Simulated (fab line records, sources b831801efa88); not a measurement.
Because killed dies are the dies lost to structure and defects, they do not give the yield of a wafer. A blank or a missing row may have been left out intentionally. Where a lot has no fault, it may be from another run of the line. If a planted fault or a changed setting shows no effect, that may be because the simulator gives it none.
fab line records ; flow sky130
record lots=24; wafers=72; last_day=50
route steps=708 shown RES_XHIGH@360 LOCAL_INTERCONNECT@388 METAL2@489 METAL3@569 CAP2M@615 VIA4@652
lots with no fault: from the same line, run without faults
start_h: hours from the record's opening day to when the first of the lot's shown wafers began ; wait_h: how many hours have passed since the lot's step before this one ; " the same as in the row above ; L1.1+2: a row that stands for several wafers ; - no value, or no start was given ; * or withheld: withheld ; < > ~ a bound
route shown NAME@n: names a module that has steps shown in the file, with the first one's number in the route ; usual: mean and standard deviation over wafers with no fault ; same: alike in all rows ; chamber/n: place in a boat ; sites: the reading at each site ; _std_site: the values' standard deviation ; _edge_site: outer sites' mean less inner sites' ; radius_mm: how far each site lies from the wafer's centre ; mask NAME#n: copy n ; behind: the last tool/chamber to shape the wafer ; hold: what put the lot on hold/how long, in hours/how the hold closed ; device: the transistor (n, p or np) that didn't switch ; end of line: at the end of the route, the tests of the same wafers ; where a step has no rows: the recipe by itself ; killed: dies lost to structure and defects at the first sort, not the wafer's yield ; map: per-die view of a wafer (x killed, . not killed, _ where there is no die)
set.NAME: the setting that was run; set.NAME@STEP: the one run at that earlier step ; model.NAME: the simulator's own value behind a step, which no gauge read
a sample of lots followed through the steps of the route, with each step as a table and each wafer as a row
services: a tool's chamber out of use, with start hour (start_h, from the record's first day; less than 0 if before it), hours out, and reason
## steps
# step SKY_SD_N_RS_MEAS_18
# recipe thk_meas_gauge=four-point-probe
# usual RES_XHIGH_RS=332.0/1.1
lot.wafer;tool;chamber;start_h;wait_h;RES_XHIGH_RS[ohm/sq]
L074.2;film_metro-03;-;660.56;0.1;331.7
L074.3;film_metro-03;-;660.56;0.1;331.8
L074.5;film_metro-03;-;660.56;0.1;331.9
L075.1;film_metro-04;-;663.40;0.1;333.9
L075.2;film_metro-04;-;663.40;0.1;333.1
L075.3;film_metro-04;-;663.40;0.1;333.5
L076.2;film_metro-03;-;667.67;0.1;331.3
L076.3;film_metro-03;-;667.67;0.1;332.7
L076.4;film_metro-03;-;667.67;0.1;331.8
L077.1;film_metro-03;-;670.65;0.1;332.2
L077.4;film_metro-03;-;670.65;0.1;332.1
L077.5;film_metro-03;-;670.65;0.1;331.4
L078.1;film_metro-01;-;673.23;0.1;333.1
L078.2;film_metro-01;-;673.23;0.1;334.4
L078.4;film_metro-01;-;673.23;0.1;333.5
L080.2;film_metro-04;-;697.42;0.1;333.0
L080.3;film_metro-04;-;697.42;0.1;332.5
L080.5;film_metro-04;-;697.42;0.1;331.5
L079.1;film_metro-01;-;698.82;0.1;331.4
L079.2;film_metro-01;-;698.82;0.1;332.1
L079.5;film_metro-01;-;698.82;0.1;331.0
L081.3;film_metro-01;-;703.04;0.1;328.9
L081.4;film_metro-01;-;703.04;0.1;329.5
L081.5;film_metro-01;-;703.04;0.1;329.9
L082.3;film_metro-03;-;710.89;0.1;330.4
L082.5;film_metro-03;-;710.89;0.1;331.3
L082.6;film_metro-03;-;710.89;0.1;330.9
L083.1;film_metro-01;-;722.09;0.1;333.3
L083.2;film_metro-01;-;722.09;0.1;332.9
L083.6;film_metro-01;-;722.09;0.1;333.9
L084.1;film_metro-03;-;736.40;0.1;332.1
L084.2;film_metro-03;-;736.40;0.1;331.5
L084.4;film_metro-03;-;736.40;0.1;331.7
L085.1;film_metro-03;-;747.68;0.1;332.2
L085.2;film_metro-03;-;747.68;0.1;332.1
L085.6;film_metro-03;-;747.68;0.1;332.6
L086.3;film_metro-03;-;751.14;0.1;331.8
L086.4;film_metro-03;-;751.14;0.1;330.6
L086.5;film_metro-03;-;751.14;0.1;331.1
L087.1;film_metro-01;-;758.94;0.1;331.6
L087.3;film_metro-01;-;758.94;0.1;331.9
L087.5;film_metro-01;-;758.94;0.1;331.9
L088.1;film_metro-04;-;762.10;0.1;333.7
L088.3;film_metro-04;-;762.10;0.1;330.0
L088.6;film_metro-04;-;762.10;0.1;332.3
L089.1;film_metro-01;-;767.60;0.1;332.2
L089.2;film_metro-01;-;767.60;0.1;331.6
L089.6;film_metro-01;-;767.60;0.1;332.1
L090.4;film_metro-01;-;777.26;0.1;332.2
L090.5;film_metro-01;-;777.26;0.1;331.2
L090.6;film_metro-01;-;777.26;0.1;332.2
L091.2;film_metro-01;-;781.17;0.1;331.7
L091.4;film_metro-01;-;781.17;0.1;331.8
L091.6;film_metro-01;-;781.17;0.1;330.6
L092.2;film_metro-04;-;796.07;0.1;332.5
L092.3;film_metro-04;-;796.07;0.1;332.0
L092.5;film_metro-04;-;796.07;0.1;331.4
L093.4;film_metro-04;-;804.85;0.1;331.0
L093.5;film_metro-04;-;804.85;0.1;332.7
L093.6;film_metro-04;-;804.85;0.1;332.3
L094.2;film_metro-04;-;806.10;0.1;331.7
L094.4;film_metro-04;-;806.10;0.1;331.0
L094.6;film_metro-04;-;806.10;0.1;331.8
L095.1;film_metro-03;-;812.90;0.1;333.0
L095.3;film_metro-03;-;812.90;0.1;332.4
L095.6;film_metro-03;-;812.90;0.1;334.1
L096.1;film_metro-01;-;815.82;0.1;331.2
L096.3;film_metro-01;-;815.82;0.1;332.3
L096.5;film_metro-01;-;815.82;0.1;331.0
L097.1;film_metro-04;-;826.85;0.1;331.0
L097.2;film_metro-04;-;826.85;0.1;331.0
L097.6;film_metro-04;-;826.85;0.1;331.5
# step SKY_LOCAL_INTERCONNECT_RS_MEAS_01
# recipe thk_meas_gauge=four-point-probe; reads=TiN_of_LOCAL_INTERCONNECT_SPUTTER_00
# usual LOCAL_INTERCONNECT_TIN_RS=14.27/0.21
lot.wafer;tool;chamber;start_h;wait_h;LOCAL_INTERCONNECT_TIN_RS[ohm/sq]
L074.2;film_metro-02;-;690.71;0.1;13.94
L074.3;film_metro-02;-;690.71;0.1;14.28
L074.5;film_metro-02;-;690.71;0.1;13.97
L075.1;film_metro-04;-;693.72;0.0;14.28
L075.2;film_metro-04;-;693.72;0.0;14.12
L075.3;film_metro-04;-;693.72;0.0;14.27
L076.2;film_metro-02;-;697.83;0.1;14.18
L076.3;film_metro-02;-;697.83;0.1;14.41
L076.4;film_metro-02;-;697.83;0.1;14.28
L077.1;film_metro-02;-;700.63;0.0;14.41
L077.4;film_metro-02;-;700.63;0.0;14.33
L077.5;film_metro-02;-;700.63;0.0;14.36
L078.1;film_metro-02;-;702.91;0.0;14.14
L078.2;film_metro-02;-;702.91;0.0;13.97
L078.4;film_metro-02;-;702.91;0.0;14.23
L080.2;film_metro-04;-;727.12;0.1;14.42
L080.3;film_metro-04;-;727.12;0.1;14.33
L080.5;film_metro-04;-;727.12;0.1;14.30
L079.1;film_metro-01;-;728.23;0.0;13.99
L079.2;film_metro-01;-;728.23;0.0;14.17
L079.5;film_metro-01;-;728.23;0.0;14.18
L081.3;film_metro-04;-;732.78;0.1;14.15
L081.4;film_metro-04;-;732.78;0.1;14.38
L081.5;film_metro-04;-;732.78;0.1;14.27
L082.3;film_metro-02;-;739.64;0.1;14.32
L082.5;film_metro-02;-;739.64;0.1;14.57
L082.6;film_metro-02;-;739.64;0.1;14.29
L083.1;film_metro-01;-;752.07;0.0;14.07
L083.2;film_metro-01;-;752.07;0.0;14.10
L083.6;film_metro-01;-;752.07;0.0;14.01
L084.1;film_metro-04;-;765.17;0.0;14.39
L084.2;film_metro-04;-;765.17;0.0;14.30
L084.4;film_metro-04;-;765.17;0.0;14.40
L085.1;film_metro-01;-;776.35;0.0;14.41
L085.2;film_metro-01;-;776.35;0.0;14.38
L085.6;film_metro-01;-;776.35;0.0;14.39
L086.3;film_metro-04;-;780.04;0.1;14.13
L086.4;film_metro-04;-;780.04;0.1;14.22
L086.5;film_metro-04;-;780.04;0.1;14.16
L087.1;film_metro-04;-;787.31;0.0;14.47
L087.3;film_metro-04;-;787.31;0.0;14.55
L087.5;film_metro-04;-;787.31;0.0;14.54
L088.1;film_metro-04;-;791.15;0.0;14.62
L088.3;film_metro-04;-;791.15;0.0;14.74
L088.6;film_metro-04;-;791.15;0.0;14.79
L089.1;film_metro-02;-;796.36;0.0;14.27
L089.2;film_metro-02;-;796.36;0.0;13.94
L089.6;film_metro-02;-;796.36;0.0;14.12
L090.4;film_metro-02;-;806.44;0.1;14.05
L090.5;film_metro-02;-;806.44;0.1;14.28
L090.6;film_metro-02;-;806.44;0.1;14.13
L091.2;film_metro-02;-;810.04;0.1;14.29
L091.4;film_metro-02;-;810.04;0.1;14.17
L091.6;film_metro-02;-;810.04;0.1;14.32
L092.2;film_metro-01;-;824.03;0.1;14.21
L092.3;film_metro-01;-;824.03;0.1;14.13
L092.5;film_metro-01;-;824.03;0.1;14.07
L093.4;film_metro-01;-;833.85;0.1;14.39
L093.5;film_metro-01;-;833.85;0.1;14.57
L093.6;film_metro-01;-;833.85;0.1;14.25
L094.2;film_metro-04;-;835.01;0.1;13.90
L094.4;film_metro-04;-;835.01;0.1;14.14
L094.6;film_metro-04;-;835.01;0.1;13.86
L095.1;film_metro-02;-;841.34;0.0;14.15
L095.3;film_metro-02;-;841.34;0.0;14.21
L095.6;film_metro-02;-;841.34;0.0;14.08
L096.1;film_metro-01;-;843.99;0.0;14.51
L096.3;film_metro-01;-;843.99;0.0;14.49
L096.5;film_metro-01;-;843.99;0.0;14.47
L097.1;film_metro-04;-;855.76;0.0;14.57
L097.2;film_metro-04;-;855.76;0.0;14.50
L097.6;film_metro-04;-;855.76;0.0;14.40
# step SKY_METAL2_THK_MEAS_06
# recipe thk_meas_gauge=xrf; reads=AlCu_of_METAL2_SPUTTER_02
# usual METAL2_ALCU_THK=252.4/2.9
lot.wafer;tool;chamber;start_h;wait_h;METAL2_ALCU_THK[nm]
L074.2;film_metro-02;-;805.96;0.1;246.6
L074.3;film_metro-02;-;805.96;0.1;249.9
L074.5;film_metro-02;-;805.96;0.1;251.1
L075.1;film_metro-02;-;809.41;0.1;257.1
L075.2;film_metro-02;-;809.41;0.1;250.6
L075.3;film_metro-02;-;809.41;0.1;253.2
L076.2;film_metro-02;-;812.35;0.1;253.1
L076.3;film_metro-02;-;812.35;0.1;255.8
L076.4;film_metro-02;-;812.35;0.1;253.7
L077.1;film_metro-01;-;814.61;0.1;251.0
L077.4;film_metro-01;-;814.61;0.1;251.2
L077.5;film_metro-01;-;814.61;0.1;248.3
L078.1;film_metro-04;-;817.17;0.1;250.7
L078.2;film_metro-04;-;817.17;0.1;254.4
L078.4;film_metro-04;-;817.17;0.1;255.0
L080.2;film_metro-01;-;839.37;0.1;252.3
L080.3;film_metro-01;-;839.37;0.1;253.8
L080.5;film_metro-01;-;839.37;0.1;248.6
L079.1;film_metro-01;-;841.12;0.1;255.5
L079.2;film_metro-01;-;841.12;0.1;255.0
L079.5;film_metro-01;-;841.12;0.1;253.5
L081.3;film_metro-02;-;846.23;0.1;249.2
L081.4;film_metro-02;-;846.23;0.1;247.9
L081.5;film_metro-02;-;846.23;0.1;254.5
L082.3;film_metro-02;-;853.07;0.1;252.8
L082.5;film_metro-02;-;853.07;0.1;253.5
L082.6;film_metro-02;-;853.07;0.1;253.4
L083.1;film_metro-04;-;864.98;0.1;250.1
L083.2;film_metro-04;-;864.98;0.1;253.2
L083.6;film_metro-04;-;864.98;0.1;253.7
L084.1;film_metro-02;-;876.10;0.1;249.1
L084.2;film_metro-02;-;876.10;0.1;252.5
L084.4;film_metro-02;-;876.10;0.1;253.7
L085.1;film_metro-04;-;886.31;0.1;250.9
L085.2;film_metro-04;-;886.31;0.1;250.8
L085.6;film_metro-04;-;886.31;0.1;252.0
L086.3;film_metro-04;-;891.73;0.1;251.5
L086.4;film_metro-04;-;891.73;0.1;251.1
L086.5;film_metro-04;-;891.73;0.1;247.6
L087.1;film_metro-02;-;897.93;0.1;253.1
L087.3;film_metro-02;-;897.93;0.1;252.4
L087.5;film_metro-02;-;897.93;0.1;250.1
L088.1;film_metro-01;-;901.09;0.1;253.2
L088.3;film_metro-01;-;901.09;0.1;254.3
L088.6;film_metro-01;-;901.09;0.1;252.8
L089.1;film_metro-02;-;905.90;0.1;250.6
L089.2;film_metro-02;-;905.90;0.1;254.0
L089.6;film_metro-02;-;905.90;0.1;254.4
L090.4;film_metro-04;-;916.59;0.1;251.7
L090.5;film_metro-04;-;916.59;0.1;251.9
L090.6;film_metro-04;-;916.59;0.1;251.0
L091.2;film_metro-02;-;919.44;0.1;259.2
L091.4;film_metro-02;-;919.44;0.1;258.4
L091.6;film_metro-02;-;919.44;0.1;258.0
L092.2;film_metro-01;-;932.84;0.1;250.9
L092.3;film_metro-01;-;932.84;0.1;255.6
L092.5;film_metro-01;-;932.84;0.1;251.7
L093.4;film_metro-04;-;941.38;0.1;248.2
L093.5;film_metro-04;-;941.38;0.1;248.7
L093.6;film_metro-04;-;941.38;0.1;248.4
L094.2;film_metro-04;-;942.31;0.1;250.7
L094.4;film_metro-04;-;942.31;0.1;251.2
L094.6;film_metro-04;-;942.31;0.1;250.0
L095.1;film_metro-04;-;949.60;0.1;253.9
L095.3;film_metro-04;-;949.60;0.1;252.8
L095.6;film_metro-04;-;949.60;0.1;254.1
L096.1;film_metro-01;-;951.55;0.1;253.4
L096.3;film_metro-01;-;951.55;0.1;253.7
L096.5;film_metro-01;-;951.55;0.1;251.7
L097.1;film_metro-01;-;962.66;0.1;259.2
L097.2;film_metro-01;-;962.66;0.1;258.8
L097.6;film_metro-01;-;962.66;0.1;260.3
# step SKY_METAL3_STRIP_19
# recipe chemistry=O2/N2; power_w=1400; pressure_mtorr=1500; platen_temp_c=withheld; o2_flow_sccm=3000; n2_flow_sccm=300; overash_fraction=0.5
# usual drypump_motor_current_A=5.5/0.48; oes_product_au=0.502/0.0057; strip_time_to_endpoint_s=6.53/0.09
lot.wafer;tool;chamber;start_h;wait_h;drypump_motor_current_A;oes_product_au;rf_hours_counter_h;strip_time_to_endpoint_s
L074.2;plasma_asher-01;1;913.66;0.1;6.0;0.496;16;6.53
L074.3;plasma_asher-01;0;913.66;0.1;6.2;0.504;-;6.51
L074.5;plasma_asher-01;0;913.66;0.1;6.2;0.514;-;6.55
L075.1;plasma_asher-03;0;917.19;0.1;5.1;0.505;47;6.63
L075.2;plasma_asher-03;1;917.19;0.1;5.3;0.510;47;6.88
L075.3;plasma_asher-03;1;917.19;0.1;5.3;0.515;-;6.89
L076.2;plasma_asher-03;0;919.45;0.1;5.1;0.513;47;6.54
L076.3;plasma_asher-03;1;919.45;0.1;5.3;0.496;-;6.45
L076.4;plasma_asher-03;0;919.45;0.1;5.1;0.495;-;6.48
L077.1;plasma_asher-01;1;922.30;0.1;6.0;0.517;17;6.80
L077.4;plasma_asher-01;0;922.30;0.1;6.2;0.509;-;6.58
L077.5;plasma_asher-01;0;922.30;0.1;6.2;0.507;-;6.81
L078.1;plasma_asher-03;1;923.70;0.1;5.3;0.495;48;6.45
L078.2;plasma_asher-03;0;923.70;0.1;5.1;0.500;48;6.57
L078.4;plasma_asher-03;1;923.70;0.1;5.3;0.503;-;6.53
L080.2;plasma_asher-01;1;944.19;0.2;6.0;0.495;19;6.49
L080.3;plasma_asher-01;0;944.19;0.2;6.2;0.504;-;6.47
L080.5;plasma_asher-01;0;944.19;0.2;6.2;0.509;-;6.47
L079.1;plasma_asher-01;1;946.73;0.3;6.1;0.504;19;6.44
L079.2;plasma_asher-01;0;946.73;0.3;6.2;0.508;19;6.54
L079.5;plasma_asher-01;1;946.73;0.3;6.0;0.500;-;6.43
L081.3;plasma_asher-04;1;951.21;0.2;4.9;0.504;-;6.54
L081.4;plasma_asher-04;0;951.21;0.2;5.5;0.503;-;6.57
L081.5;plasma_asher-04;1;951.21;0.2;5.0;0.510;-;6.63
L082.3;plasma_asher-01;0;959.27;0.2;6.2;0.495;-;6.49
L082.5;plasma_asher-01;0;959.27;0.2;6.2;0.498;-;6.46
L082.6;plasma_asher-01;1;959.27;0.2;6.0;0.496;-;6.50
L083.1;plasma_asher-04;0;968.45;0.1;5.4;0.503;84;6.63
L083.2;plasma_asher-04;1;968.45;0.1;5.0;0.509;84;6.51
L083.6;plasma_asher-04;1;968.45;0.1;4.9;0.502;-;6.60
L084.1;plasma_asher-04;0;977.74;0.1;5.4;0.500;86;6.44
L084.2;plasma_asher-04;1;977.74;0.1;5.0;0.503;86;6.46
L084.4;plasma_asher-04;1;977.74;0.1;5.0;0.488;-;6.37
L085.1;plasma_asher-04;1;989.35;0.1;5.0;0.504;87;6.44
L085.2;plasma_asher-04;0;989.35;0.1;5.5;0.499;87;6.54
L085.6;plasma_asher-04;0;989.35;0.1;5.5;0.498;-;6.55
L086.3;plasma_asher-01;0;993.78;0.1;6.2;0.501;-;6.51
L086.4;plasma_asher-01;1;993.78;0.1;6.0;0.505;-;6.53
L086.5;plasma_asher-01;1;993.78;0.1;6.0;0.506;-;6.53
L087.1;plasma_asher-03;1;998.99;0.1;5.3;0.506;56;6.52
L087.3;plasma_asher-03;0;998.99;0.1;5.1;0.495;-;6.47
L087.5;plasma_asher-03;1;998.99;0.1;5.3;0.497;-;6.55
L088.1;plasma_asher-01;0;1001.04;0.1;6.2;0.498;24;6.61
L088.3;plasma_asher-01;1;1001.04;0.1;6.0;0.508;-;6.47
L088.6;plasma_asher-01;0;1001.04;0.1;6.2;0.506;-;6.58
L089.1;plasma_asher-03;0;1005.34;0.1;5.1;0.510;56;6.59
L089.2;plasma_asher-03;1;1005.34;0.1;5.3;0.503;56;6.59
L089.6;plasma_asher-03;0;1005.34;0.1;5.1;0.494;-;6.60
L090.4;plasma_asher-01;0;1015.33;0.1;6.2;0.502;-;6.41
L090.5;plasma_asher-01;0;1015.33;0.1;6.2;0.499;-;6.47
L090.6;plasma_asher-01;1;1015.33;0.1;6.0;0.505;-;6.51
L091.2;plasma_asher-01;0;1019.59;0.1;6.2;0.501;26;6.50
L091.4;plasma_asher-01;1;1019.59;0.1;6.0;0.503;-;6.44
L091.6;plasma_asher-01;1;1019.59;0.1;6.0;0.500;-;6.49
L092.2;plasma_asher-03;1;1030.54;0.1;5.3;0.505;59;6.50
L092.3;plasma_asher-03;0;1030.54;0.1;5.1;0.505;-;6.60
L092.5;plasma_asher-03;0;1030.54;0.1;5.1;0.507;-;6.51
L093.4;plasma_asher-04;0;1038.85;0.1;5.5;0.511;-;6.52
L093.5;plasma_asher-04;0;1038.85;0.1;5.5;0.502;-;6.49
L093.6;plasma_asher-04;1;1038.85;0.1;4.9;0.502;-;6.56
L094.2;plasma_asher-03;0;1040.55;0.1;5.1;0.499;60;6.48
L094.4;plasma_asher-03;0;1040.55;0.1;5.1;0.506;-;6.53
L094.6;plasma_asher-03;0;1040.55;0.1;5.1;0.491;-;6.50
L095.1;plasma_asher-04;0;1046.94;0.1;5.5;0.503;93;6.43
L095.3;plasma_asher-04;0;1046.94;0.1;5.5;0.496;-;6.39
L095.6;plasma_asher-04;0;1046.94;0.1;5.5;0.499;-;6.50
L096.1;plasma_asher-03;1;1048.50;0.1;5.3;0.498;61;6.44
L096.3;plasma_asher-03;0;1048.50;0.1;5.1;0.495;-;6.39
L096.5;plasma_asher-03;0;1048.50;0.1;5.1;0.504;-;6.47
L097.1;plasma_asher-04;1;1059.16;0.1;5.0;0.500;94;6.54
L097.2;plasma_asher-04;0;1059.16;0.1;5.4;0.501;94;6.53
L097.6;plasma_asher-04;1;1059.16;0.1;5.0;0.515;-;6.52
# step SKY_CAP2M_OVL_MEAS_12
# usual CAP2M_OVL=-0.6/1
lot.wafer;tool;chamber;start_h;wait_h;CAP2M_OVL[nm]
L074.2;overlay-01;-;964.84;0.1;-1.2
L074.3;overlay-01;-;964.84;0.1;-0.3
L074.5;overlay-01;-;964.84;0.1;-0.9
L075.1;overlay-01;-;969.72;0.1;0.4
L075.2;overlay-01;-;969.72;0.1;0.2
L075.3;overlay-01;-;969.72;0.1;-0.3
L076.2;overlay-01;-;970.62;0.1;-0.3
L076.3;overlay-01;-;970.62;0.1;-0.8
L076.4;overlay-01;-;970.62;0.1;0.0
L077.1;overlay-02;-;973.85;0.1;-1.9
L077.4;overlay-02;-;973.85;0.1;-0.8
L077.5;overlay-02;-;973.85;0.1;-3.0
L078.1;overlay-02;-;974.95;0.1;0.1
L078.2;overlay-02;-;974.95;0.1;0.8
L078.4;overlay-02;-;974.95;0.1;1.1
L080.2;overlay-01;-;995.53;0.1;-0.9
L080.3;overlay-01;-;995.53;0.1;-0.7
L080.5;overlay-01;-;995.53;0.1;-1.4
L079.1;overlay-02;-;996.48;0.1;0.3
L079.2;overlay-02;-;996.48;0.1;-1.3
L079.5;overlay-02;-;996.48;0.1;-0.1
L081.3;overlay-02;-;1001.47;0.1;0.3
L081.4;overlay-02;-;1001.47;0.1;-1.5
L081.5;overlay-02;-;1001.47;0.1;0.3
L082.3;overlay-02;-;1008.57;0.1;0.8
L082.5;overlay-02;-;1008.57;0.1;-0.8
L082.6;overlay-02;-;1008.57;0.1;-0.7
L083.1;overlay-01;-;1018.23;0.1;0.9
L083.2;overlay-01;-;1018.23;0.1;1.2
L083.6;overlay-01;-;1018.23;0.1;1.0
L084.1;overlay-02;-;1026.40;0.1;-0.8
L084.2;overlay-02;-;1026.40;0.1;-0.8
L084.4;overlay-02;-;1026.40;0.1;-1.1
L085.1;overlay-02;-;1037.67;0.1;0.5
L085.2;overlay-02;-;1037.67;0.1;-0.7
L085.6;overlay-02;-;1037.67;0.1;-0.4
L086.3;overlay-01;-;1041.72;0.1;-0.4
L086.4;overlay-01;-;1041.72;0.1;-0.7
L086.5;overlay-01;-;1041.72;0.1;-1.4
L087.1;overlay-02;-;1047.87;0.1;-0.3
L087.3;overlay-02;-;1047.87;0.1;0.1
L087.5;overlay-02;-;1047.87;0.1;-0.9
L088.1;overlay-02;-;1049.32;0.1;2.2
L088.3;overlay-02;-;1049.32;0.1;0.3
L088.6;overlay-02;-;1049.32;0.1;0.2
L089.1;overlay-02;-;1053.32;0.1;-1.2
L089.2;overlay-02;-;1053.32;0.1;-0.7
L089.6;overlay-02;-;1053.32;0.1;-1.1
L090.4;overlay-01;-;1063.45;0.1;-3.0
L090.5;overlay-01;-;1063.45;0.1;-2.2
L090.6;overlay-01;-;1063.45;0.1;-1.8
L091.2;overlay-01;-;1067.03;0.1;0.0
L091.4;overlay-01;-;1067.03;0.1;-0.7
L091.6;overlay-01;-;1067.03;0.1;1.0
L092.2;overlay-01;-;1076.56;0.1;-0.4
L092.3;overlay-01;-;1076.56;0.1;-0.7
L092.5;overlay-01;-;1076.56;0.1;-1.1
L093.4;overlay-01;-;1084.27;0.1;-0.5
L093.5;overlay-01;-;1084.27;0.1;-0.9
L093.6;overlay-01;-;1084.27;0.1;0.8
L094.2;overlay-01;-;1087.08;0.1;-1.7
L094.4;overlay-01;-;1087.08;0.1;-1.4
L094.6;overlay-01;-;1087.08;0.1;-1.8
L095.1;overlay-02;-;1092.62;0.1;0.8
L095.3;overlay-02;-;1092.62;0.1;-0.3
L095.6;overlay-02;-;1092.62;0.1;0.6
L096.1;overlay-02;-;1094.13;0.1;-0.7
L096.3;overlay-02;-;1094.13;0.1;-1.5
L096.5;overlay-02;-;1094.13;0.1;-2.1
L097.1;overlay-02;-;1103.13;0.1;-0.2
L097.2;overlay-02;-;1103.13;0.1;-0.7
L097.6;overlay-02;-;1103.13;0.1;-0.5
# step SKY_VIA4_STRIP_13
# recipe chemistry=O2/N2; power_w=1400; pressure_mtorr=1500; platen_temp_c=withheld; o2_flow_sccm=3000; n2_flow_sccm=300; overash_fraction=0.5
# usual drypump_motor_current_A=5.4/0.41; oes_product_au=0.709/0.0049; strip_time_to_endpoint_s=12.81/0.031
lot.wafer;tool;chamber;start_h;wait_h;drypump_motor_current_A;oes_product_au;rf_hours_counter_h;strip_time_to_endpoint_s
L074.2;plasma_asher-04;0;1014.46;-;5.4;0.708;89;12.81
L074.3;plasma_asher-04;1;1014.46;-;4.9;0.710;-;12.82
L074.5;plasma_asher-04;0;1014.46;-;5.5;0.710;-;12.80
L075.1;plasma_asher-04;1;1018.04;-;5.0;0.710;90;12.79
L075.2;plasma_asher-04;0;1018.04;-;5.5;0.700;90;12.80
L075.3;plasma_asher-04;1;1018.04;-;4.9;0.699;-;12.81
L076.2;plasma_asher-04;1;1019.87;-;4.9;0.715;90;12.78
L076.3;plasma_asher-04;1;1019.87;-;4.9;0.706;-;12.76
L076.4;plasma_asher-04;0;1019.87;-;5.5;0.710;-;12.83
L077.1;plasma_asher-03;0;1021.33;-;5.1;0.707;58;12.80
L077.4;plasma_asher-03;1;1021.33;-;5.3;0.708;-;12.78
L077.5;plasma_asher-03;0;1021.33;-;5.1;0.704;-;12.83
L078.1;plasma_asher-03;0;1023.84;-;5.1;0.710;58;12.80
L078.2;plasma_asher-03;1;1023.84;-;5.3;0.706;58;12.78
L078.4;plasma_asher-03;1;1023.84;-;5.3;0.705;-;12.83
L080.2;plasma_asher-03;1;1043.19;-;5.3;0.707;60;12.81
L080.3;plasma_asher-03;1;1043.19;-;5.3;0.713;-;12.87
L080.5;plasma_asher-03;0;1043.19;-;5.1;0.703;-;12.86
L079.1;plasma_asher-03;1;1044.76;-;5.3;0.709;60;12.87
L079.2;plasma_asher-03;0;1044.76;-;5.1;0.710;60;12.84
L079.5;plasma_asher-03;1;1044.76;-;5.3;0.710;-;12.87
L081.3;plasma_asher-04;1;1048.87;-;4.9;0.719;-;12.80
L081.4;plasma_asher-04;0;1048.87;-;5.5;0.709;-;12.84
L081.5;plasma_asher-04;1;1048.87;-;4.9;0.715;-;12.82
L082.3;plasma_asher-04;1;1055.15;-;4.9;0.712;-;12.81
L082.5;plasma_asher-04;0;1055.15;-;5.5;0.706;-;12.86
L082.6;plasma_asher-04;1;1055.15;-;4.9;0.708;-;12.80
L083.1;plasma_asher-01;0;1066.11;-;6.2;0.714;30;12.89
L083.2;plasma_asher-01;1;1066.11;-;6.0;0.705;30;12.86
L083.6;plasma_asher-01;0;1066.11;-;6.2;0.709;-;12.86
L084.1;plasma_asher-04;1;1073.13;-;5.0;0.710;95;12.87
L084.2;plasma_asher-04;0;1073.13;-;5.4;0.706;95;12.83
L084.4;plasma_asher-04;1;1073.13;-;4.9;0.704;-;12.85
L085.1;plasma_asher-03;0;1083.08;-;5.1;0.708;64;12.79
L085.2;plasma_asher-03;1;1083.08;-;5.3;0.713;64;12.77
L085.6;plasma_asher-03;0;1083.08;-;5.1;0.711;-;12.84
L086.3;plasma_asher-03;0;1086.65;-;5.1;0.704;-;12.79
L086.4;plasma_asher-03;1;1086.65;-;5.3;0.703;-;12.84
L086.5;plasma_asher-03;1;1086.65;-;5.3;0.708;-;12.82
L087.1;plasma_asher-03;0;1092.78;-;5.1;0.715;66;12.83
L087.3;plasma_asher-03;0;1092.78;-;5.1;0.706;-;12.81
L087.5;plasma_asher-03;1;1092.78;-;5.3;0.710;-;12.82
L088.1;plasma_asher-03;1;1093.61;-;5.3;0.711;66;12.83
L088.3;plasma_asher-03;1;1093.61;-;5.3;0.711;-;12.73
L088.6;plasma_asher-03;1;1093.61;-;5.3;0.717;-;12.79
L089.1;plasma_asher-03;0;1097.76;-;5.1;0.705;66;12.82
L089.2;plasma_asher-03;1;1097.76;-;5.3;0.708;66;12.83
L089.6;plasma_asher-03;0;1097.76;-;5.1;0.703;-;12.87
L090.4;plasma_asher-01;0;1106.41;-;6.2;0.704;-;12.77
L090.5;plasma_asher-01;1;1106.41;-;6.0;0.717;-;12.81
L090.6;plasma_asher-01;0;1106.41;-;6.2;0.717;-;12.76
L091.2;plasma_asher-03;1;1110.69;-;5.3;0.708;68;12.82
L091.4;plasma_asher-03;1;1110.69;-;5.3;0.707;-;12.81
L091.6;plasma_asher-03;0;1110.69;-;5.1;0.717;-;12.82
L092.2;plasma_asher-01;0;1119.84;-;6.2;0.711;37;12.82
L092.3;plasma_asher-01;0;1119.84;-;6.2;0.710;-;12.75
L092.5;plasma_asher-01;0;1119.84;-;6.2;0.713;-;12.75
L093.4;plasma_asher-01;1;1127.55;-;6.1;0.704;-;12.83
L093.5;plasma_asher-01;0;1127.55;-;6.2;0.707;-;12.77
L093.6;plasma_asher-01;1;1127.55;-;6.0;0.710;-;12.78
L094.2;plasma_asher-03;1;1128.73;-;5.3;0.702;69;12.78
L094.4;plasma_asher-03;0;1128.73;-;5.1;0.704;-;12.81
L094.6;plasma_asher-03;0;1128.73;-;5.1;0.713;-;12.82
L095.1;plasma_asher-03;0;1134.26;-;5.1;0.714;70;12.83
L095.3;plasma_asher-03;0;1134.26;-;5.1;0.719;-;12.81
L095.6;plasma_asher-03;1;1134.26;-;5.3;0.710;-;12.77
L096.1;plasma_asher-01;1;1135.94;-;6.0;0.715;38;12.78
L096.3;plasma_asher-01;1;1135.94;-;6.0;0.708;-;12.82
L096.5;plasma_asher-01;0;1135.94;-;6.2;0.710;-;12.78
L097.1;plasma_asher-03;0;1144.06;-;5.1;0.711;71;12.78
L097.2;plasma_asher-03;1;1144.06;-;5.3;0.714;71;12.81
L097.6;plasma_asher-03;1;1144.06;-;5.3;0.713;-;12.78
## services
tool;chamber;start_h;hours;kind
plasma_asher-03;-;908.74;1.4;repair
plasma_asher-01;-;980.47;10.6;repair
plasma_asher-01;-;1011.62;2.0;repair
plasma_asher-03;-;1077.47;3.0;repair
plasma_asher-04;-;1080.56;28.1;pm
plasma_asher-04;-;1131.80;4.5;repair
## key
fault none
